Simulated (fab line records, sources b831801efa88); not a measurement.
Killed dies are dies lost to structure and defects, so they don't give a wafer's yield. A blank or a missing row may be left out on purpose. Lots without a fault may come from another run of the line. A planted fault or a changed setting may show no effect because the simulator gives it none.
A struck lot beside a sound one | flow gf180mcu | 23 steps out of a route of 602
Sound: wafers L987.1, L987.2, L987.6. Struck: wafer L981.5. (L981.2, L981.3 of the same lot were not struck and are left out.) The cause comes at the end.
At each step with rows: each side's tool, then ch and its chambers, then its first start. Under that, the readings that differ: sound wafers | struck wafers | difference of the means | sigmas: that difference in standard deviations of wafers without a fault.
alike: readings whose means differ by less than 2 such deviations, and words and numbers that are the same on both sides. not compared: withheld readings, readings that some wafer has no value for, bounds like >300 that may hide the same value, and numbers for which the record gives no deviation and whose values overlap.
The two part at a step that has a row with sigmas, a row that says differs or no value, or rows on one side only. Numbers that don't overlap but have no deviation are shown without sigmas and don't part them. A reading that every wafer of one side lacks parts them only if that side has two wafers or more.

GF_V1_RS_MEAS_24: measures by four-point-probe.
  sound on film_metro-01, day 23 12:22; struck on film_metro-04, day 21 10:08
  alike: V1_W_RS
GF_V1_THK_MEAS_25: measures by xrf.
  sound on film_metro-01, day 23 12:29; struck on film_metro-04, day 21 10:15
  alike: V1_W_THK
GF_V1_CMP_26: polishes, stops on SiO2, t overpolish 15 s, target thk 0 nm.
  sound on cmp-01 ch 0,2,3, day 23 12:39; struck on cmp-01 ch 2, day 21 10:18
  reading              | sound                | struck | difference | sigmas
  overpolish_run_s (s) | 14.982 15.007 15.001 | 15.019 | +0.022     | +2
  alike: head_pressure_psi, motor_current_A, time_to_endpoint_s
GF_M2_SPUTTER_00: material Ti, target thk 37.5 nm, time 150 s.
  sound on pvd_sputter-03, day 23 12:51; struck on pvd_sputter-02, day 21 10:36
  alike: throttle_valve_pct
GF_M2_SPUTTER_01: material TiN, target thk 30 nm, time 25 s.
  sound on pvd_sputter-03, day 23 12:57; struck on pvd_sputter-02, day 21 10:42
  alike: throttle_valve_pct
GF_M2_SPUTTER_02: material AlCu, target thk 450 nm, time 23.9 s.
  sound on pvd_sputter-03, day 23 12:59; struck on pvd_sputter-02, day 21 10:44
  alike: throttle_valve_pct
then, 1 step without rows for these wafers: GF_M2_SPUTTER_03 (material Ti, target thk 10 nm, time 6.7 s).
GF_M2_SPUTTER_04: material TiN, target thk 50 nm, time 41.7 s.
  sound on pvd_sputter-03, day 23 13:02; struck on pvd_sputter-02, day 21 10:47
  alike: throttle_valve_pct
GF_M2_RS_MEAS_05: measures by four-point-probe.
  sound on film_metro-03, day 23 13:05; struck on film_metro-03, day 21 10:50
  alike: M2_ALCU_RS
GF_M2_THK_MEAS_06: measures by xrf.
  sound on film_metro-03, day 23 13:12; struck on film_metro-03, day 21 10:57
  alike: M2_ALCU_THK
then, 2 steps without rows for these wafers: GF_M2_DEHYDRATE_07 (time 60 s); GF_M2_HMDS_08 (prime time 60 s).
GF_M2_COAT_09: resist thk 1000 nm.
  sound on litho_track-04 ch 0, day 24 00:17; struck on litho_track-02 ch 0, day 21 21:45
  reading                             | sound           | struck | difference | sigmas
  model.KrF_of_M2_COAT_09.thk_nm (nm) | 1002 999.4 1001 | 1074   | +73        |
then, 4 steps without rows for these wafers: GF_M2_SOFTBAKE_10 (time 60 s); GF_M2_EXPOSE_11 (exposes mask Metal2, target cd 280 nm); GF_M2_PEB_12 (peb time 90 s); GF_M2_DEVELOP_13 (develop time 60 s).
GF_M2_CD_MEAS_14: target cd 280 nm.
  sound on cd_sem-02, day 24 10:50; struck on cd_sem-02, day 22 08:37
  reading    | sound             | struck | difference | sigmas
  cd_nm (nm) | 280.3 279.9 280.6 | 284.4  | +4.1       | +5
GF_M2_OVL_MEAS_15:
  sound on overlay-01, day 24 10:57; struck on overlay-01, day 22 08:43
  alike: M2_OVL
GF_M2_METAL_ETCH_16: etches the open film in Cl2/BCl3, stops on SiO2, target depth 750.8 nm, time 125.1 s.
  sound on rie_metal-02 ch 0,1, day 24 10:59; struck on rie_metal-04 ch 0, day 22 08:44
  reading                             | sound           | struck | difference | sigmas
  model.KrF_of_M2_COAT_09.thk_nm (nm) | 685 675.2 676.6 | 758    | +79        |
  alike: drypump_motor_current_A, oes_product_au, throttle_valve_pct
  not compared: rf_hours_counter_h
GF_M2_STRIP_17: strips in O2/N2.
  sound on plasma_asher-01 ch 0,1, day 24 11:07; struck on plasma_asher-04 ch 0, day 22 08:52
  reading                      | sound             | struck | difference | sigmas
  drypump_motor_current_A (A)  | 5.2 4.9 4.9       | 6.0    | +1.0       | +2
  oes_product_au (a.u.)        | 0.537 0.538 0.529 | 0.575  | +0.040     | +7
  strip_time_to_endpoint_s (s) | 7.38 7.28 7.31    | 8.11   | +0.79      | +11
  alike: heater_power_w
  not compared: rf_hours_counter_h
then, 2 steps without rows for these wafers: GF_M2_STRIP_18 (strips in post etch residue remover, time 1200 s); GF_PASSIVATION_PROBE_99.

WHERE THEY PART
First at GF_V1_CMP_26; last, within this record, at GF_M2_STRIP_17.

WHY: what the simulator had put in
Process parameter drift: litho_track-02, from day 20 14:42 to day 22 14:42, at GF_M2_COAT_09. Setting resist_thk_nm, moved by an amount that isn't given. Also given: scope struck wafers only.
